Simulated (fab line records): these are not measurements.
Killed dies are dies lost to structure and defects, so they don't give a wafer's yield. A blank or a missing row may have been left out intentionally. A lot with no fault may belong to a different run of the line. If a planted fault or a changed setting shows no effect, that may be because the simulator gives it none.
Lot-split experiment :: flow gf180mcu :: route with 602 steps; 5 lots, 23 wafers read

THE SPLIT
At GF_NSD_DEVELOP_06 (develop time 60 s), the setting develop-time-s was moved away from the recipe's 60 s on 10 of the 23 wafers read, by -14.7% to +10.8%. All remaining wafers had this setting at the recipe value.

Split to reading: the file shows no intervening step.

THE READING
cd-nm at GF_NSD_CD_MEAS_07, given in nm (cd target 400 nm). Fault-free wafers of this fab line usually give 398.4 nm, standard deviation 2.3 nm.

wafer: L074.1
tool, chamber at the split: litho-track-02, 0
develop-time-s as run, s: 51.54
against the recipe: -14.1%
cd-nm, nm: 382.9
against lot-mates on the recipe: -15.0

wafer: L074.2
tool, chamber at the split: litho-track-02, 0
develop-time-s as run, s: 51.54
against the recipe: -14.1%
cd-nm, nm: 384.6
against lot-mates on the recipe: -13.3

wafer: L074.3
tool, chamber at the split: litho-track-02, 0
develop-time-s as run, s: 60
against the recipe: recipe
cd-nm, nm: 397.4
against lot-mates on the recipe: -

wafer: L074.5
tool, chamber at the split: litho-track-02, 0
develop-time-s as run, s: 60
against the recipe: recipe
cd-nm, nm: 398.5
against lot-mates on the recipe: -

wafer: L074.6
tool, chamber at the split: litho-track-02, 0
develop-time-s as run, s: 60
against the recipe: recipe
cd-nm, nm: 397.8
against lot-mates on the recipe: -

wafer: L075.2
tool, chamber at the split: litho-track-04, 0
develop-time-s as run, s: 60
against the recipe: recipe
cd-nm, nm: 402.9
against lot-mates on the recipe: -

wafer: L075.4
tool, chamber at the split: litho-track-04, 0
develop-time-s as run, s: 60
against the recipe: recipe
cd-nm, nm: 401.3
against lot-mates on the recipe: -

wafer: L075.5
tool, chamber at the split: litho-track-04, 0
develop-time-s as run, s: 60
against the recipe: recipe
cd-nm, nm: 400.1
against lot-mates on the recipe: -

wafer: L082.2
tool, chamber at the split: litho-track-02, 0
develop-time-s as run, s: 51.17
against the recipe: -14.7%
cd-nm, nm: 384.6
against lot-mates on the recipe: -16.2

wafer: L082.3
tool, chamber at the split: litho-track-02, 0
develop-time-s as run, s: 51.17
against the recipe: -14.7%
cd-nm, nm: 386.5
against lot-mates on the recipe: -14.4

wafer: L082.4
tool, chamber at the split: litho-track-02, 0
develop-time-s as run, s: 51.17
against the recipe: -14.7%
cd-nm, nm: 385.9
against lot-mates on the recipe: -15.0

wafer: L082.5
tool, chamber at the split: litho-track-02, 0
develop-time-s as run, s: 60
against the recipe: recipe
cd-nm, nm: 401.1
against lot-mates on the recipe: -

wafer: L082.6
tool, chamber at the split: litho-track-02, 0
develop-time-s as run, s: 60
against the recipe: recipe
cd-nm, nm: 400.6
against lot-mates on the recipe: -

wafer: L083.1
tool, chamber at the split: litho-track-02, 0
develop-time-s as run, s: 60
against the recipe: recipe
cd-nm, nm: 394.7
against lot-mates on the recipe: -

wafer: L083.2
tool, chamber at the split: litho-track-02, 0
develop-time-s as run, s: 66.49
against the recipe: +10.8%
cd-nm, nm: 404.9
against lot-mates on the recipe: +13.2

wafer: L083.3
tool, chamber at the split: litho-track-02, 0
develop-time-s as run, s: 60
against the recipe: recipe
cd-nm, nm: 390.7
against lot-mates on the recipe: -

wafer: L083.4
tool, chamber at the split: litho-track-02, 0
develop-time-s as run, s: 66.49
against the recipe: +10.8%
cd-nm, nm: 404.8
against lot-mates on the recipe: +13.1

wafer: L083.5
tool, chamber at the split: litho-track-02, 0
develop-time-s as run, s: 60
against the recipe: recipe
cd-nm, nm: 389.6
against lot-mates on the recipe: -

wafer: L085.1
tool, chamber at the split: litho-track-02, 0
develop-time-s as run, s: 64.35
against the recipe: +7.3%
cd-nm, nm: 405.4
against lot-mates on the recipe: +6.8

wafer: L085.2
tool, chamber at the split: litho-track-02, 0
develop-time-s as run, s: 64.35
against the recipe: +7.3%
cd-nm, nm: 404.5
against lot-mates on the recipe: +5.9

wafer: L085.3
tool, chamber at the split: litho-track-02, 0
develop-time-s as run, s: 60
against the recipe: recipe
cd-nm, nm: 399.7
against lot-mates on the recipe: -

wafer: L085.5
tool, chamber at the split: litho-track-02, 0
develop-time-s as run, s: 64.35
against the recipe: +7.3%
cd-nm, nm: 404.7
against lot-mates on the recipe: +6.1

wafer: L085.6
tool, chamber at the split: litho-track-02, 0
develop-time-s as run, s: 60
against the recipe: recipe
cd-nm, nm: 397.5
against lot-mates on the recipe: -

THE FIT
A straight line over all 23 wafers: cd-nm changes by +0.857 nm for each +1% of develop-time-s; r = +0.91; the points scatter about the line by 3.2 nm.
The same after taking each lot's own level away (the mean of its wafers on the recipe; 23 wafers): +1.04 nm for each +1%; r = +0.99; scatter 1.3 nm.
On that fit, the largest move of develop-time-s shifts the reading by 15 nm.
The span of the lots' own levels, 391.67 to 401.43 nm, comes to 4.2 times the standard deviation stated above.
Hence the slope depends on the lot-to-lot level, as the two fits are not the same.
Check: for one of the wafers moved furthest among these (-14.7%), held out of the fit, the line's prediction against its lot-mates is -15 nm. It came out at -16.2 nm against them.

THE OTHER SPLITS THESE WAFERS WENT THROUGH
Before the reading, these wafers also passed through other splits. Each is held against what the fit with the lots' levels taken away leaves over:
other split on the same wafers: GF_VT_IMPLANT_IMPLANT_30 energy-kev
wafers away from the commonest value: 11
r with cd-nm (lot level and that fit taken away): +0.05

other split on the same wafers: GF_VT_IMPLANT_IMPLANT_41 energy-kev
wafers away from the commonest value: 8
r with cd-nm (lot level and that fit taken away): +0.04

other split on the same wafers: GF_DUAL_GATE_OXIDATION_02 temp-c
wafers away from the commonest value: 18
r with cd-nm (lot level and that fit taken away): -0.25

other split on the same wafers: GF_DUAL_GATE_STRIP_13 power-w
wafers away from the commonest value: 8
r with cd-nm (lot level and that fit taken away): -0.14

other split on the same wafers: GF_HV_LDD_DEVELOP_06 develop-time-s
wafers away from the commonest value: 9
r with cd-nm (lot level and that fit taken away): -0.50

other split on the same wafers: GF_HV_LDD_IMPLANT_21 energy-kev
wafers away from the commonest value: 5
r with cd-nm (lot level and that fit taken away): +0.27

other split on the same wafers: GF_HV_LDD_EXPOSE_28 dose-mj
wafers away from the commonest value: 6
r with cd-nm (lot level and that fit taken away): +0.16

other split on the same wafers: GF_NSD_COAT_02 resist-thk-nm
wafers away from the commonest value: 5
r with cd-nm (lot level and that fit taken away): -0.53

FILE'S OWN FIT
cd-nm changes by +1.04 nm for each +1% of develop-time-s, r = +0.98.
